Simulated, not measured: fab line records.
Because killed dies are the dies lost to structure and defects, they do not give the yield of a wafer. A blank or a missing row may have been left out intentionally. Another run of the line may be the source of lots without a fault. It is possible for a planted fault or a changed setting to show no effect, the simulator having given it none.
Chamber matching | flow sky130 | 3 sister chambers for SKY_PASSIVATION_CVD_02 on pecvd-01
The step deposits Si3N4, target thk 540 nm. 3 wafers are shown with their chamber, then 8 later ones without.

## WAFERS, EACH WITH ITS CHAMBER
wafer  | chamber | heaterPowerOuterW (W)
L090.2 | 0       | 392
L088.6 | 2       | 487
L091.1 | 1       | 413

## WAFERS WHOSE CHAMBER IS MISSING
wafer  | heaterPowerOuterW (W)
L091.3 | 452
L091.6 | 484
L093.2 | 404
L093.4 | 430
L093.6 | 415
L094.1 | 520
L094.3 | 403
L094.5 | 423

## CHAMBER TAKEN BY EACH
wafer  | from the rows above          | in truth
L091.3 | can't be placed: 2 or 1 or 0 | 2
L091.6 | 2                            | 2
L093.2 | can't be placed: 1 or 0      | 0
L093.4 | can't be placed: 1 or 0      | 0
L093.6 | can't be placed: 1 or 0      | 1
L094.1 | 2                            | 2
L094.3 | can't be placed: 1 or 0      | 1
L094.5 | can't be placed: 1 or 0      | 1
Placed correctly: 2 of 8. These rows do not allow placing 6 (true chamber among the candidates in 6). Placed wrongly: 0.
How it was worked out, from the rows above alone: a wafer's distance from a chamber is the root of the sum, over the readings, of the square of ((its reading less the chamber's mean) divided by the reading's scatter). If the next closest chamber is less than 2 further off than the closest, the wafer can't be placed; otherwise it belongs to the closest. Each chamber's mean is taken over the wafers shown for it. The scatter (one wafer shown for each chamber): square how far every hidden wafer sits from the nearest shown wafer, average those squares and take the square root.
